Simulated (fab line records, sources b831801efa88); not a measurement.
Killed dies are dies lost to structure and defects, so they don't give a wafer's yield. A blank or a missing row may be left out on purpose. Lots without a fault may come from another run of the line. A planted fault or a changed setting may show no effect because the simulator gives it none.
Chamber matching | flow sky130 | SKY_CONTACT_CMP_27 on cmp-02: 4 sister chambers
The step polishes, stops on SiO2, t overpolish 15 s, target thk 0 nm. 8 wafers are shown with their chamber, then 12 later ones without.

WAFERS WITH THEIR CHAMBER
wafer  | chamber | motor_current_A (A) | time_to_endpoint_s (s)
L080.3 | 0       | 11.5                | 79
L081.1 | 1       | 10.3                | 84
L081.6 | 1       | 10.1                | 85
L083.5 | 3       | 12.6                | 77
L083.6 | 2       | 11.8                | 76
L084.2 | 3       | 12.4                | 82
L084.3 | 0       | 10.5                | 87
L084.4 | 2       | 12.3                | 85

WAFERS WITHOUT THEIR CHAMBER
wafer  | motor_current_A (A) | time_to_endpoint_s (s)
L088.2 | 9.3                 | 82
L088.4 | 11.0                | 82
L088.5 | 12.0                | 83
L091.2 | 12.0                | 86
L091.3 | 9.4                 | 85
L091.5 | 11.8                | 82
L092.3 | 9.9                 | 83
L092.5 | 9.8                 | 81
L092.6 | 11.1                | 79
L095.2 | 11.7                | 86
L095.3 | 10.4                | 86
L095.5 | 11.5                | 86

WHICH CHAMBER EACH WENT THROUGH
wafer  | from the rows above               | in truth
L088.2 | can't be placed: 1 or 0           | 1
L088.4 | can't be placed: 0 or 1           | 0
L088.5 | can't be placed: 2 or 3 or 0      | 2
L091.2 | can't be placed: 2 or 3 or 0      | 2
L091.3 | can't be placed: 1 or 0           | 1
L091.5 | can't be placed: 2 or 3 or 0      | 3
L092.3 | can't be placed: 1 or 0           | 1
L092.5 | can't be placed: 1 or 0           | 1
L092.6 | can't be placed: 0 or 2 or 1      | 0
L095.2 | can't be placed: 2 or 0 or 3      | 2
L095.3 | can't be placed: 1 or 0           | 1
L095.5 | can't be placed: 0 or 2 or 3 or 1 | 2
Placed correctly: 0 of 12. Can't be placed from these rows: 12 (the true chamber is among the candidates in 12). Placed wrongly: 0.
How it was worked out, from the rows above alone: a wafer's distance from a chamber is the root of the sum, over the readings, of the square of ((its reading less the chamber's mean) divided by the reading's scatter). The wafer belongs to the nearest chamber; if the next one is less than 2 further off, it can't be placed. A chamber's mean is the mean of its shown wafers. The scatter: the root of (the sum of the squares of (reading less its chamber's mean) over the shown wafers, divided by (wafers less chambers)).
